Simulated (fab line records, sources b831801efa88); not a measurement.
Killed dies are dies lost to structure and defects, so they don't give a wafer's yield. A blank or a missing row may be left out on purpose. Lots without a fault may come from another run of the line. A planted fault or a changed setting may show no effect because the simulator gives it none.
Tool commonality check | flow sky130 | 12 lots, 36 wafers sampled

WHY IT WAS OPENED
At SKY_RES_XHIGH_TW_MEAS_09 the reading RES_XHIGH_TW is flagged on 2 of 12 lots. Wafers without a fault read 1627, standard deviation 7.6.
Rule: a lot is flagged when every wafer of it that has a number lies more than 4 standard deviations from that mean, or none has a number. The other lots count as sound.

lot  | measured     | on            | RES_XHIGH_TW, wafer by wafer | flag
L668 | day 24 10:19 | film_metro-01 | 1636 1626 1634               |
L669 | day 24 10:37 | film_metro-02 | 1623 1636 1647               |
L670 | day 24 13:01 | film_metro-02 | 1631 1631 1635               |
L671 | day 25 03:04 | film_metro-02 | 1628 1626 1624               |
L673 | day 25 14:46 | film_metro-02 | 783 780 784                  | FLAGGED
L672 | day 25 16:22 | film_metro-04 | 787 795 790                  | FLAGGED
L682 | day 28 08:19 | film_metro-04 | 1626 1634 1624               |
L683 | day 28 21:08 | film_metro-01 | 1624 1633 1627               |
L687 | day 37 05:13 | film_metro-04 | 1613 1610 1618               |
L685 | day 37 09:37 | film_metro-04 | 1613 1614 1606               |
L688 | day 37 11:54 | film_metro-01 | 1627 1632 1632               |
L690 | day 37 14:31 | film_metro-02 | 1634 1640 1634               |
The numbers of the flagged lots are 786 on average: -840 against the usual, or -99 or more standard deviations.

WHICH TOOL RAN EACH LOT
The record holds 1 process step before the reading, out of a route of 708 steps. In each cell: the tool, then ch and the chambers that the sampled wafers went through, then the start.
lot  | flag    | SKY_RES_XHIGH_IMPLANT_07
L668 |         | implanter-01 ch 0, day 24 10:04
L669 |         | implanter-04 ch 0, day 24 10:22
L670 |         | implanter-01 ch 0, day 24 12:46
L671 |         | implanter-04 ch 0, day 25 02:50
L673 | FLAGGED | implanter-01 ch 0, day 25 14:07
L672 | FLAGGED | implanter-01 ch 0, day 25 16:05
L682 |         | implanter-04 ch 0, day 28 08:04
L683 |         | implanter-03 ch 0, day 28 20:53
L687 |         | implanter-01 ch 0, day 37 04:59
L685 |         | implanter-03 ch 0, day 37 09:23
L688 |         | implanter-03 ch 0, day 37 11:40
L690 |         | implanter-01 ch 0, day 37 14:17
What these steps do:
- SKY_RES_XHIGH_IMPLANT_07
- SKY_RES_XHIGH_TW_MEAS_09

FLAGGED OVER TOTAL, TOOL BY TOOL (the gauges that took the reading come last)
step                     | tool          | lots run | flagged | share of the flagged lots | sound lots run after its first flagged lot
SKY_RES_XHIGH_IMPLANT_07 | implanter-01  | 6        | 2       | all                       | 2 (L687,L690)
SKY_RES_XHIGH_IMPLANT_07 | implanter-03  | 3        | 0       | none                      | -
SKY_RES_XHIGH_IMPLANT_07 | implanter-04  | 3        | 0       | none                      | -
SKY_RES_XHIGH_TW_MEAS_09 | film_metro-01 | 3        | 0       | none                      | -
SKY_RES_XHIGH_TW_MEAS_09 | film_metro-02 | 5        | 1       | some                      | 1 (L690)
SKY_RES_XHIGH_TW_MEAS_09 | film_metro-04 | 4        | 1       | some                      | 3 (L682,L687,L685)

WHAT THE TABLE ALLOWS
1 row of the table ran every flagged lot: implanter-01 at SKY_RES_XHIGH_IMPLANT_07.
- implanter-01 at SKY_RES_XHIGH_IMPLANT_07: 2 of its 6 lots flagged. Sound lots ran on it after the first flagged one (L687, L690), which a lasting fault on the whole tool wouldn't allow. Its own readings lie more than 4 standard deviations out on every wafer of the flagged lots: beam_on_s, dose_ions_cm2, faraday_current_uA.
No row of the table ran every flagged lot and no sound lot after the first.

WHAT THE SIMULATOR HAD PUT IN
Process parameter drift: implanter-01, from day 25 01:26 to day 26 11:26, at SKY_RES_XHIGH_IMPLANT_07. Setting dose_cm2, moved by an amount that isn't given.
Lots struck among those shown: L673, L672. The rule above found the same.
